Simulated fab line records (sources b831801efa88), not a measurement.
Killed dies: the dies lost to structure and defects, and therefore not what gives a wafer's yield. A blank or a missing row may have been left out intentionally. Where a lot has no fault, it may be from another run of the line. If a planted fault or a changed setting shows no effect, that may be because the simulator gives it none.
One fault seen from 2 desks | flow sky130 | each desk holds nothing but its own numbers, with what lay behind them at the end

== TOOL OWNER'S DESK, pecvd-02 ==
The tool's own readings at SKY_PASSIVATION_CVD_02 (deposits Si3N4, target thk 540 nm): means of the sampled wafers that have a number, for each lot that ran on this tool. Any lot whose mean is over 4 standard deviations away from the usual mean is out of limits and marked OUT; that distance is given in the brackets.
Columns: A = heater power w at SKY_PASSIVATION_CVD_02, usual 682 W; B = rf fwd power W at SKY_PASSIVATION_CVD_02, usual 449.0 W
lot  | first seen here | A   | B
L258 | day 44 09:10    | 698 | 449.0
L267 | day 46 17:23    | 700 | 448.8
L270 | day 47 09:29    | 681 | 388.3 (-43) OUT
L269 | day 47 10:46    | 717 | 388.4 (-43) OUT
This desk's finding: out of limits on L269, L270; first on L270, day 47 09:29 (rf fwd power W at SKY_PASSIVATION_CVD_02). In limits: L258, L267.

== THE METROLOGY DESK ==
What the gauges read for every lot (on any tool): the sampled wafers with a number, averaged. Any lot whose mean is over 4 standard deviations away from the usual mean is out of limits and marked OUT; that distance is given in the brackets.
Columns: A = VIA4_W_RS at SKY_VIA4_RS_MEAS_19, usual 0.2277 ohm/sq; B = VIA4_W_THK at SKY_VIA4_THK_MEAS_20, usual 509 nm; C = PASSIVATION_CVD_02_THK at SKY_PASSIVATION_THK_MEAS_03, usual 542 nm
lot  | first seen here | A      | B   | C
L258 | day 43 09:44    | 0.2238 | 519 | 544
L259 | day 43 11:22    | 0.2275 | 512 | 531
L260 | day 43 19:20    | 0.2282 | 507 | 548
L267 | day 45 19:04    | 0.2285 | 508 | 540
L270 | day 46 11:03    | 0.2260 | 509 | 520
L269 | day 46 12:38    | 0.2289 | 502 | 519
L273 | day 47 01:31    | 0.2261 | 513 | 541
L276 | day 47 22:53    | 0.2294 | 496 | 543
L277 | day 48 07:05    | 0.2277 | 509 | 541
L279 | day 48 12:22    | 0.2279 | 509 | 544
Result from this desk: across the 10 lots, nothing is out of limits.

== ALL TOGETHER ==
The tool owner's desk could have raised an alarm at day 47 09:29, on L269, L270.
At the metrology desk, nothing out of limits was observed.
The metrology desk has L269, L270 on record, within its limits.
SKY_PASSIVATION_CVD_02 was run on pecvd-02 by each of the lots named.

== WHAT HAD BEEN PUT IN BY THE SIMULATOR ==
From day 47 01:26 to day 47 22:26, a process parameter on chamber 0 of pecvd-02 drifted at SKY_PASSIVATION_CVD_02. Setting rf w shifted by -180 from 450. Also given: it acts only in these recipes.
Lots struck among those shown: L269, L270.
Each desk's first reading out of limits, in hours after the fault started: the tool owner's desk, 8.
